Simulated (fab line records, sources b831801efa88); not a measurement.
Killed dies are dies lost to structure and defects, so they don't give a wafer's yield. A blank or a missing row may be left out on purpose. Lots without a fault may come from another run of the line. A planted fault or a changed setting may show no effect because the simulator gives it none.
Problem report in the 8D (eight disciplines) form, filled by code | flow sky130 | the parts of the form that need people (team, actions taken, sign-off) are left out

1. THE PROBLEM
killed_at_front_end at SKY_PAD_OPEN_PROBE_99 reads a mean of 49 on 6 wafers of 2 lots; wafers without a fault read 15 with a standard deviation of 4.2. That is +8.0 standard deviations from the usual mean.
First seen on wafer L749.2, day 49 20:24, on prober-01. The record holds 36 wafers of 12 lots with a number at this step. Rule for "out", or "out of limits": more than 4 standard deviations from the usual mean. The other wafers with a number count as sound.

2. WHAT IT IS AND WHAT IT IS NOT
question                    | is                     | is not
which readings at this step | killed_at_front_end    | killed_at_M0_to_M3, killed_at_M4_up, killed_open, killed_short
which lots                  | L749, L753             | L732, L733, L734, L735, L737, L740, L741, L748, L750, L755
which wafers of those lots  | all that have a number | -
read on which tools         | prober-01              | prober-02
when                        | from day 49 20:24      | up to then (24 sound wafers); but 6 sound wafers of L750, L755 came after

3. SUSPECTS, AND WHAT RULES EACH OUT
Counting: a tool at a process step up to the reading stays a suspect if it ran every lot that is out and no sound lot after the first of them.
- plasma_asher-03 at SKY_VT_ADJUST_LVTN_STRIP_20 (strips in O2/N2): kept. It ran every lot that is out, first L749 (day 12 13:19), and no sound lot after that; its last sound lot up to then is L748 (day 12 03:25).
- pvd_sputter-02 at SKY_METAL5_SPUTTER_00 (material Ti, target thk 15 nm, time 10 s): ruled out as a lasting fault. Sound lots L755 ran on it after its first lot that is out, L749 (day 47 10:35).
- prober-01 at SKY_PAD_OPEN_PROBE_99: ruled out as a lasting fault. Sound lots L755 ran on it after its first lot that is out, L749 (day 49 20:24).
Left after counting: plasma_asher-03 at SKY_VT_ADJUST_LVTN_STRIP_20.

4. THE CAUSE (what the simulator had put in)
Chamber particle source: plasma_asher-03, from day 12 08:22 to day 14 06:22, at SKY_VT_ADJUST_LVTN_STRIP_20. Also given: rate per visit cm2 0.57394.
Counting left only this tool.

5. THE CHAIN OF EFFECTS, in route order
Each row: a reading whose mean over the struck wafers that have a number lies more than 3 standard deviations from the usual. Only readings for which the record gives a usual standard deviation are gone through. hours: the time from each lot's start at the first step in this table that gives one to its start at this step, as a median over the lots. sigmas: the change in usual standard deviations.
hours | step                  | reading             | usual | on struck wafers | change | sigmas
0     | SKY_PAD_OPEN_PROBE_99 | killed_at_front_end | 15    | 49               | +34    | +8.0
The process steps in it:
- SKY_PAD_OPEN_PROBE_99

6. WHAT WOULD HAVE CAUGHT IT SOONER
In this record the first reading out of limits was taken at day 49 20:24, 900 hours after the fault began at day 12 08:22.
Of the tool readings at SKY_VT_ADJUST_LVTN_STRIP_20 for which the record gives a usual standard deviation, none was out on any struck wafer, so an alarm limit of 4 standard deviations on them would not have fired.
All the lots that are out (2) had begun SKY_VT_ADJUST_LVTN_STRIP_20 on plasma_asher-03 by day 49 20:24. A hold on the tool at that time would have spared none of them.
